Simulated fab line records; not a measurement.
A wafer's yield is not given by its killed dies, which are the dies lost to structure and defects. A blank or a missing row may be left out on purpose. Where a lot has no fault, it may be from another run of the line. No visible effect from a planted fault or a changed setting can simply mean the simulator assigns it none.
Matching of chambers :: flow gf180mcu :: cmp-01 running GF_V5_CMP_26: 4 sister chambers
The step polishes, stops on SiO2, t overpolish 15 s, target thk 0 nm. 14 wafers are shown with their chamber, then 7 later ones without.

WAFERS PAIRED WITH THEIR CHAMBERS
wafer: L922.2
chamber: 1
motorCurrentA (A): 10.7
timeToEndpointS (s): 85
retainingRingPressureFrac: 0.986

wafer: L922.4
chamber: 2
motorCurrentA (A): 10.4
timeToEndpointS (s): 86
retainingRingPressureFrac: 1.002

wafer: L922.5
chamber: 0
motorCurrentA (A): 10.2
timeToEndpointS (s): 83
retainingRingPressureFrac: 0.994

wafer: L930.1
chamber: 2
motorCurrentA (A): 10.2
timeToEndpointS (s): 85
retainingRingPressureFrac: 1.007

wafer: L930.4
chamber: 3
motorCurrentA (A): 11.6
timeToEndpointS (s): 91
retainingRingPressureFrac: 0.993

wafer: L930.5
chamber: 2
motorCurrentA (A): 10.4
timeToEndpointS (s): 85
retainingRingPressureFrac: 1.005

wafer: L931.1
chamber: 3
motorCurrentA (A): 11.8
timeToEndpointS (s): 88
retainingRingPressureFrac: 0.997

wafer: L931.2
chamber: 1
motorCurrentA (A): 10.5
timeToEndpointS (s): 85
retainingRingPressureFrac: 0.995

wafer: L931.5
chamber: 0
motorCurrentA (A): 9.9
timeToEndpointS (s): 83
retainingRingPressureFrac: 1.007

wafer: L936.2
chamber: 2
motorCurrentA (A): 10.8
timeToEndpointS (s): 84
retainingRingPressureFrac: 0.996

wafer: L936.3
chamber: 3
motorCurrentA (A): 11.7
timeToEndpointS (s): 91
retainingRingPressureFrac: 1.003

wafer: L936.6
chamber: 3
motorCurrentA (A): 12.0
timeToEndpointS (s): 87
retainingRingPressureFrac: 1.003

wafer: L937.3
chamber: 1
motorCurrentA (A): 10.9
timeToEndpointS (s): 82
retainingRingPressureFrac: 1.000

wafer: L937.4
chamber: 3
motorCurrentA (A): 11.7
timeToEndpointS (s): 87
retainingRingPressureFrac: 0.999

SIGNATURES (averages over the wafers above)
reading: motorCurrentA
chamber 0: 10.050
chamber 1: 10.700
chamber 2: 10.450
chamber 3: 11.760
scatter within a chamber: 0.202

reading: timeToEndpointS
chamber 0: 83.00
chamber 1: 84.00
chamber 2: 85.00
chamber 3: 88.80
scatter within a chamber: 1.57

reading: retainingRingPressureFrac
chamber 0: 1.00050
chamber 1: 0.99367
chamber 2: 1.00250
chamber 3: 0.99900
scatter within a chamber: 0.00571
Rule: for a wafer and a chamber, the distance is found by dividing, reading by reading, the gap between the wafer's reading and the chamber's mean by the reading's scatter, squaring, summing and taking the root. The wafer belongs to the nearest chamber; if the next one is less than 2 further off, it can't be placed. The scatter: the root of (the sum of the squares of (reading less its chamber's mean) over the shown wafers, divided by (wafers less chambers)).

WAFERS WITH NO CHAMBER GIVEN
wafer: L937.6
motorCurrentA (A): 10.7
timeToEndpointS (s): 85
retainingRingPressureFrac: 0.999

wafer: L938.2
motorCurrentA (A): 10.8
timeToEndpointS (s): 78
retainingRingPressureFrac: 1.004

wafer: L938.3
motorCurrentA (A): 12.0
timeToEndpointS (s): 88
retainingRingPressureFrac: 0.998

wafer: L938.6
motorCurrentA (A): 10.8
timeToEndpointS (s): 80
retainingRingPressureFrac: 1.005

wafer: L940.3
motorCurrentA (A): 10.1
timeToEndpointS (s): 82
retainingRingPressureFrac: 1.001

wafer: L940.4
motorCurrentA (A): 10.2
timeToEndpointS (s): 84
retainingRingPressureFrac: 1.000

wafer: L940.6
motorCurrentA (A): 11.1
timeToEndpointS (s): 85
retainingRingPressureFrac: 1.005

CHAMBER TAKEN BY EACH
wafer: L937.6
from the rows above: can't be placed: 1 or 2
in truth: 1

wafer: L938.2
from the rows above: can't be placed: 1 or 2 or 0
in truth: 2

wafer: L938.3
from the rows above: 3
in truth: 3

wafer: L938.6
from the rows above: can't be placed: 1 or 2 or 0
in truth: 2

wafer: L940.3
from the rows above: can't be placed: 0 or 2
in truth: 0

wafer: L940.4
from the rows above: can't be placed: 0 or 2 or 1
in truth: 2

wafer: L940.6
from the rows above: can't be placed: 1 or 2 or 3
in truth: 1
1 of 7 placed correctly. Cannot be placed on the basis of these rows: 6; the candidates contain the true chamber in 6. Wrongly placed: 0.
